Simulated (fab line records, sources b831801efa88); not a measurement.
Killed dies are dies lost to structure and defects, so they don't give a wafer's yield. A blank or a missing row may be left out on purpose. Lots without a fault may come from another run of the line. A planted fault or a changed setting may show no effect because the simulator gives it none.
fab line records | flow sky130
record lots=7 wafers=21 last_day=50
route steps=708 shown VIA1@474 METAL2@483
lots that met no fault: from a run of the same line without faults
start_h: hours from the record's first day to the start of the lot's first wafer shown | wait_h: hours since the lot's step before | " the same as in the row above | L1.1+2: a row that stands for several wafers | - no value, or no start given | * or withheld: withheld | < > ~ a bound
route shown NAME@n: a module of which the file shows steps, and the number in the route of the first | usual: mean/standard deviation of fault-free wafers | same: alike in all rows | chamber/n: place in a boat | sites: the reading at each site | _std_site: their standard deviation | _edge_site: outer sites' mean less inner sites' | radius_mm: how far each site lies from the wafer's centre | mask NAME#n: copy n | behind: the tool/chamber that last shaped the wafer | hold: why the lot was held/for how many hours/how that ended | device: the transistor (n, p or np) that didn't switch | end of line: the same wafers' tests at the end of the route | a step without rows: its recipe alone | killed: dies lost to structure and defects at the first sort, not the wafer's yield | map: a wafer's dies, x killed, . not, _ none there
set.NAME: the setting as run; set.NAME@STEP: as run at that earlier step | model.NAME: the simulator's own value behind a step, which no gauge read
lots at some steps of the route; a table a step, a row a wafer
services: from which hour (start_h, from the record's first day; less than 0 if before it) a tool's chamber was out of use, for how many hours, and why
## steps
# step SKY_VIA1_STRIP_16
# recipe chemistry=O2/N2 power_w=1400 pressure_mtorr=1500 platen_temp_c=withheld o2_flow_sccm=3000 n2_flow_sccm=300 overash_fraction=0.5
# step SKY_VIA1_STRIP_17
# recipe chemistry=post_etch_residue_remover time_s=1200 temp_c=72.5
# step SKY_VIA1_CLEAN_18
# recipe chemistry=IPA time_s=180 temp_c=25
# step SKY_VIA1_CLEAN_19
# recipe chemistry=O3/DIW dry=n2_spin
# step SKY_VIA1_SPUTTER_20
# recipe material=TiN target_thk_nm=20 chamber_pressure_pa=5 power_w=4000 time_s=80
# usual cathode_dc_power_W=4000.0/0.66 chamber_pressure_pa=5.001/0.0099 throttle_valve_pct=30.4/0.74
# same time_s=80
# columns lot.wafer tool chamber start_h wait_h cathode_dc_power_W chamber_pressure_pa throttle_valve_pct
L517.2 pvd_sputter-03 - 796.72 0.0 4000.7 5.008 29.6
L517.3 " - " " 3999.6 4.980 29.3
L517.5 " - " " 4000.0 5.006 30.4
L520.2 pvd_sputter-01 - 832.20 0.0 3999.2 4.997 31.1
L520.3 " - " " 3999.4 5.028 29.8
L520.6 " - " " 4000.2 5.006 29.5
L529.1 pvd_sputter-03 - 893.67 0.0 3999.9 5.012 30.4
L529.3 " - " " 4000.1 4.995 29.7
L529.5 " - " " 4000.2 4.995 29.6
L530.1 pvd_sputter-01 - 905.62 0.0 4000.1 4.987 30.0
L530.2 " - " " 4000.2 5.016 29.8
L530.5 " - " " 3999.4 4.985 29.5
L531.1 pvd_sputter-03 - 918.48 0.0 3999.9 5.004 29.7
L531.4 " - " " 4001.1 4.984 31.0
L531.6 " - " " 4000.0 5.000 31.3
L536.1 pvd_sputter-01 - 942.61 0.0 4000.3 5.001 29.8
L536.2 " - " " 4000.6 4.994 30.1
L536.5 " - " " 3999.8 5.006 29.6
L539.3 pvd_sputter-01 - 964.85 0.0 3999.3 5.010 29.9
L539.5 " - " " 3998.5 4.986 30.2
L539.6 " - " " 3999.2 5.006 31.2
# step SKY_VIA1_CVD_21
# recipe material=W target_thk_nm=270 time_s=80.902 temp_c=400 pressure_torr=40
# step SKY_VIA1_RS_MEAS_22
# recipe thk_meas_gauge=four-point-probe reads=W_of_VIA1_CVD_21+TiN_of_VIA1_SPUTTER_20
# usual VIA1_W_RS=0.425/0.0094
# columns lot.wafer tool chamber start_h wait_h VIA1_W_RS[ohm/sq]
L517.2 film_metro-02 - 796.90 0.1 0.408
L517.3 " - " " 0.412
L517.5 " - " " 0.429
L520.2 film_metro-02 - 832.37 0.1 0.419
L520.3 " - " " 0.403
L520.6 " - " " 0.425
L529.1 film_metro-01 - 893.82 0.1 0.412
L529.3 " - " " 0.410
L529.5 " - " " 0.410
L530.1 film_metro-03 - 905.77 0.1 0.412
L530.2 " - " " 0.427
L530.5 " - " " 0.412
L531.1 film_metro-02 - 918.63 0.1 0.437
L531.4 " - " " 0.432
L531.6 " - " " 0.438
L536.1 film_metro-03 - 942.77 0.1 0.422
L536.2 " - " " 0.430
L536.5 " - " " 0.429
L539.3 film_metro-02 - 965.04 0.1 0.431
L539.5 " - " " 0.433
L539.6 " - " " 0.427
# step SKY_VIA1_THK_MEAS_23
# recipe thk_meas_gauge=xrf reads=W_of_VIA1_CVD_21
# usual VIA1_W_THK=276/6.3
# columns lot.wafer tool chamber start_h wait_h VIA1_W_THK[nm]
L517.2 film_metro-02 - 797.01 0.1 287
L517.3 " - " " 283
L517.5 " - " " 271
L520.2 film_metro-02 - 832.48 0.1 280
L520.3 " - " " 291
L520.6 " - " " 277
L529.1 film_metro-01 - 893.94 0.1 284
L529.3 " - " " 286
L529.5 " - " " 286
L530.1 film_metro-03 - 905.89 0.1 284
L530.2 " - " " 274
L530.5 " - " " 284
L531.1 film_metro-02 - 918.75 0.1 268
L531.4 " - " " 271
L531.6 " - " " 267
L536.1 film_metro-03 - 942.89 0.1 277
L536.2 " - " " 274
L536.5 " - " " 273
L539.3 film_metro-02 - 965.14 0.1 272
L539.5 " - " " 271
L539.6 " - " " 273
# step SKY_VIA1_CMP_24
# recipe stop_on=SiO2 t_overpolish_s=15 down_force_psi=3.5 platen_rpm=60 target_thk_nm=0 pad_velocity_m_s=0.94248
# usual motor_current_A=11.2/0.58 overpolish_run_s=15.000/0.0091 time_to_endpoint_s=68/3.4
# columns lot.wafer tool chamber start_h wait_h motor_current_A overpolish_run_s time_to_endpoint_s
L517.3 cmp-01 2 797.24 0.2 10.9 14.971 71
L517.2 " 0 " " 10.3 14.989 77
L517.5 " 3 " " 11.9 15.012 66
L520.2 cmp-01 1 832.53 0.0 10.3 14.993 69
L520.3 " 0 " " 10.2 15.006 74
L520.6 " 1 " " 10.7 14.988 68
L529.1 cmp-02 1 894.05 0.1 10.8 15.014 69
L529.3 " 3 " " 12.0 14.992 66
L529.5 " 1 " " 11.2 15.004 71
L530.2 cmp-01 2 906.05 0.1 11.1 14.988 64
L530.1 " 3 " " 11.0 15.002 68
L530.5 " 0 " " 10.1 14.990 73
L531.4 cmp-01 3 918.81 0.0 12.1 15.007 64
L531.1 " 1 " " 10.1 15.008 66
L531.6 " 0 " " 9.9 15.010 70
L536.1 cmp-01 0 943.00 0.1 11.0 14.996 75
L536.2 " 1 " " 10.6 15.001 73
L536.5 " 0 " " 10.6 14.998 74
L539.3 cmp-02 3 965.18 0.0 12.1 14.980 62
L539.5 " 3 " " 11.7 15.007 61
L539.6 " 0 " " 11.0 15.007 66
# step SKY_METAL2_SPUTTER_00
# recipe material=Ti target_thk_nm=15 power_w=3000 time_s=10 chamber_pressure_pa=0.4
# usual cathode_dc_power_W=3000.1/0.56 chamber_pressure_pa=0.4001/0.0011 throttle_valve_pct=30.0/1.3
# same time_s=10
# columns lot.wafer tool chamber start_h wait_h cathode_dc_power_W chamber_pressure_pa throttle_valve_pct
L517.2 pvd_sputter-03 - 797.54 0.1 2999.6 0.3998 30.5
L517.3 " - " " 2999.8 0.3989 31.1
L517.5 " - " " 2999.8 0.3994 30.3
L520.2 pvd_sputter-03 - 832.83 0.2 2999.6 0.3995 31.0
L520.3 " - " " 2998.8 0.4001 30.3
L520.6 " - " " 3000.2 0.4011 29.6
L529.1 pvd_sputter-01 - 894.30 0.2 3000.4 0.3994 30.3
L529.3 " - " " 3000.3 0.4075 29.6
L529.5 " - " " 2999.7 0.4003 31.2
L530.1 pvd_sputter-03 - 906.25 0.1 2999.7 0.4008 29.6
L530.2 " - " " 2999.8 0.4006 29.6
L530.5 " - " " 2999.4 0.3984 29.8
L531.1 pvd_sputter-01 - 919.11 0.1 3000.0 0.3996 31.0
L531.4 " - " " 3000.3 0.3988 29.6
L531.6 " - " " 2999.1 0.4006 31.2
L536.1 pvd_sputter-01 - 943.25 0.2 3000.1 0.4014 29.8
L536.2 " - " " 3000.9 0.4001 31.2
L536.5 " - " " 3000.4 0.4005 29.6
L539.3 pvd_sputter-03 - 965.48 0.2 2998.7 0.4010 29.6
L539.5 " - " " 2999.9 0.3989 30.2
L539.6 " - " " 3000.4 0.3996 31.1
# step SKY_METAL2_SPUTTER_01
# recipe material=TiN target_thk_nm=20 power_w=6500 time_s=16.7 chamber_pressure_pa=0.4
# usual cathode_dc_power_W=6499.9/1.3 chamber_pressure_pa=0.4000/0.00084 throttle_valve_pct=30.0/1.3
# same time_s=16.7
# columns lot.wafer tool chamber start_h wait_h cathode_dc_power_W chamber_pressure_pa throttle_valve_pct
L517.2 pvd_sputter-03 - 797.56 0.0 6500.6 0.4006 30.0
L517.3 " - " " 6499.1 0.4002 31.1
L517.5 " - " " 6499.9 0.4009 30.2
L520.2 pvd_sputter-03 - 832.85 0.0 6500.6 0.3991 31.3
L520.3 " - " " 6500.4 0.3989 30.3
L520.6 " - " " 6501.2 0.4003 29.6
L529.1 pvd_sputter-01 - 894.33 0.0 6501.2 0.3987 30.2
L529.3 " - " " 6501.2 0.3995 29.7
L529.5 " - " " 6502.7 0.4028 31.0
L530.1 pvd_sputter-03 - 906.27 0.0 6500.3 0.3995 29.5
L530.2 " - " " 6500.2 0.3990 29.7
L530.5 " - " " 6496.1 0.4006 29.5
L531.1 pvd_sputter-01 - 919.14 0.0 6500.4 0.4005 30.9
L531.4 " - " " 6499.1 0.4006 29.7
L531.6 " - " " 6499.5 0.3995 30.9
L536.1 pvd_sputter-01 - 943.27 0.0 6500.1 0.4004 29.6
L536.2 " - " " 6499.1 0.4004 31.0
L536.5 " - " " 6500.3 0.4010 29.9
L539.3 pvd_sputter-03 - 965.50 0.0 6501.4 0.3982 29.6
L539.5 " - " " 6500.0 0.4003 30.2
L539.6 " - " " 6499.2 0.3996 30.9
# step SKY_METAL2_SPUTTER_02
# recipe material=AlCu target_thk_nm=250 power_w=10600 time_s=13.3 chamber_pressure_pa=0.4
# usual cathode_dc_power_W=10600/2 chamber_pressure_pa=0.4000/0.001 throttle_valve_pct=30.0/1.3
# same time_s=13.3
# columns lot.wafer tool chamber start_h wait_h cathode_dc_power_W chamber_pressure_pa throttle_valve_pct
L517.2 pvd_sputter-03 - 797.59 0.0 10598 0.4017 30.0
L517.3 " - " " 10602 0.4007 31.3
L517.5 " - " " 10600 0.4005 30.0
L520.2 pvd_sputter-03 - 832.88 0.0 10600 0.3995 31.2
L520.3 " - " " 10600 0.4000 30.3
L520.6 " - " " 10602 0.3999 29.6
L529.1 pvd_sputter-01 - 894.35 0.0 10600 0.4001 30.2
L529.3 " - " " 10599 0.4004 29.7
L529.5 " - " " 10602 0.4001 30.9
L530.1 pvd_sputter-03 - 906.30 0.0 10600 0.4008 29.8
L530.2 " - " " 10600 0.3995 29.7
L530.5 " - " " 10601 0.4002 29.6
L531.1 pvd_sputter-01 - 919.16 0.0 10598 0.4003 31.0
L531.4 " - " " 10602 0.4016 29.8
L531.6 " - " " 10595 0.4000 30.8
L536.1 pvd_sputter-01 - 943.30 0.0 10597 0.3994 29.9
L536.2 " - " " 10599 0.3988 31.2
L536.5 " - " " 10600 0.3998 29.7
L539.3 pvd_sputter-03 - 965.53 0.0 10601 0.3999 29.5
L539.5 " - " " 10599 0.4013 30.2
L539.6 " - " " 10603 0.4002 31.2
# step SKY_METAL2_SPUTTER_03
# recipe material=Ti target_thk_nm=5 power_w=3000 time_s=3.3 chamber_pressure_pa=0.4
# usual cathode_dc_power_W=3000.0/0.51 chamber_pressure_pa=0.4000/0.00079 throttle_valve_pct=30.1/1.3 time_s=3.3/0
# columns lot.wafer tool chamber start_h wait_h cathode_dc_power_W chamber_pressure_pa throttle_valve_pct time_s
L517.2 pvd_sputter-03 - 797.61 0.0 3000.8 0.3993 30.4 3.3
L517.3 " - " " 2999.8 0.4007 31.1 3.3
L517.5 " - " " 2999.7 0.3986 29.9 3.3
L520.2 pvd_sputter-03 - 832.90 0.0 3000.5 0.3995 31.5 3.3
L520.3 " - " " 2999.6 0.3997 30.3 3.3
L520.6 " - " " 2999.9 0.4002 29.7 3.3
L529.1 pvd_sputter-01 - 894.38 0.0 - - - -
L529.3 " - " " - - - -
L529.5 " - " " - - - -
L530.1 pvd_sputter-03 - 906.32 0.0 - - - -
L530.2 " - " " - - - -
L530.5 " - " " - - - -
L531.1 pvd_sputter-01 - 919.19 0.0 - - - -
L531.4 " - " " - - - -
L531.6 " - " " - - - -
L536.1 pvd_sputter-01 - 943.32 0.0 2999.8 0.4011 29.7 3.3
L536.2 " - " " 2999.4 0.3998 31.0 3.3
L536.5 " - " " 3000.5 0.4003 29.8 3.3
L539.3 pvd_sputter-03 - 965.55 0.0 3000.2 0.3997 29.9 3.3
L539.5 " - " " 2999.6 0.4019 30.2 3.3
L539.6 " - " " 2999.4 0.3998 31.1 3.3
# step SKY_METAL2_SPUTTER_04
# recipe material=TiN target_thk_nm=70 power_w=6500 time_s=58.3 chamber_pressure_pa=0.4
## services
# columns tool chamber start_h hours kind
cmp-02 - 784.41 0.7 repair
cmp-01 - 829.29 0.4 repair
cmp-01 - 840.09 3.4 pm
pvd_sputter-03 - 901.64 2.2 repair
cmp-02 - 912.26 4.0 pm
cmp-02 - 916.26 - consumable_replace:conditioner
cmp-02 - 916.26 - consumable_replace:pad
cmp-01 - 926.40 1.8 repair
cmp-01 - 951.83 0.8 repair
cmp-01 - 958.23 2.0 repair
pvd_sputter-03 - 961.68 3.2 repair
## key
first_sign step=SKY_METAL2_SPUTTER_03 reading=tool_record direction=missing
effect none on later readings
met_at SKY_METAL2_SPUTTER_03
struck_wafers L529.1,L529.3,L529.5,L530.1,L530.2,L530.5,L531.1,L531.4,L531.6
later_rows_left_out L529.1,L529.3,L529.5,L530.1,L530.2,L530.5,L531.1,L531.4,L531.6
sort_left_out L529.1,L529.3,L529.5,L530.1,L530.2,L530.5,L531.1,L531.4,L531.6
onset_between 832.90 894.38
fault kind=skipped_step_whole tool=pvd_sputter-01,pvd_sputter-03 chamber=- onset_h=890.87 steps=SKY_METAL2_SPUTTER_03 scope=struck_lots_only
# sort_left_out: the simulated sort isn't trusted on such a fault, so these wafers' sort isn't shown, and their yield isn't known
# later_rows_left_out: the simulator's readings of these wafers behind a module that went badly wrong aren't trusted and aren't shown, but for the sort
